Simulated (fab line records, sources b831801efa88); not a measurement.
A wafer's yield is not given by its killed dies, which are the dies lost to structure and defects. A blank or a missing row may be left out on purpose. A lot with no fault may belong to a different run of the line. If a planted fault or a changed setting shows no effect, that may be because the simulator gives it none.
Matching of chambers / flow gf180mcu / GF_POLY_GATE_ETCH_12 on rie-diel-02 has 4 sister chambers
The step etches BARC in N2/H2. 4 wafers are shown with their chamber, then 8 later ones without.

## WAFERS WITH THEIR CHAMBER
wafer=L082.6; chamber=1; drypump-motor-current-A (A)=5.7
wafer=L085.1; chamber=2; drypump-motor-current-A (A)=6.4
wafer=L085.6; chamber=3; drypump-motor-current-A (A)=5.5
wafer=L088.3; chamber=0; drypump-motor-current-A (A)=5.8

## WAFERS WITHOUT THEIR CHAMBER
wafer=L088.4; drypump-motor-current-A (A)=6.4
wafer=L088.6; drypump-motor-current-A (A)=6.4
wafer=L095.1; drypump-motor-current-A (A)=5.6
wafer=L095.3; drypump-motor-current-A (A)=6.4
wafer=L095.6; drypump-motor-current-A (A)=5.9
wafer=L097.1; drypump-motor-current-A (A)=6.4
wafer=L097.2; drypump-motor-current-A (A)=5.5
wafer=L097.5; drypump-motor-current-A (A)=5.5

## EACH ONE'S CHAMBER
wafer=L088.4; from the rows above=2; in truth=2
wafer=L088.6; from the rows above=2; in truth=2
wafer=L095.1; from the rows above=can't be placed: 3 or 1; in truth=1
wafer=L095.3; from the rows above=2; in truth=2
wafer=L095.6; from the rows above=can't be placed: 0 or 1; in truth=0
wafer=L097.1; from the rows above=2; in truth=2
wafer=L097.2; from the rows above=3; in truth=3
wafer=L097.5; from the rows above=3; in truth=3
Placed correctly: 6 of 8. From these rows, 2 cannot be placed; in 2 the true chamber is one of the candidates. Placed wrongly: 0.
How it was worked out, from the rows above alone: a wafer's distance from a chamber is the root of the sum, over the readings, of the square of ((its reading less the chamber's mean) divided by the reading's scatter). The wafer belongs to the nearest chamber; if the next one is less than 2 further off, it can't be placed. For every chamber, the mean is computed from those of its wafers that are shown. The scatter: root of mean squared gap, hidden wafer to nearest shown wafer, with one shown wafer a chamber.
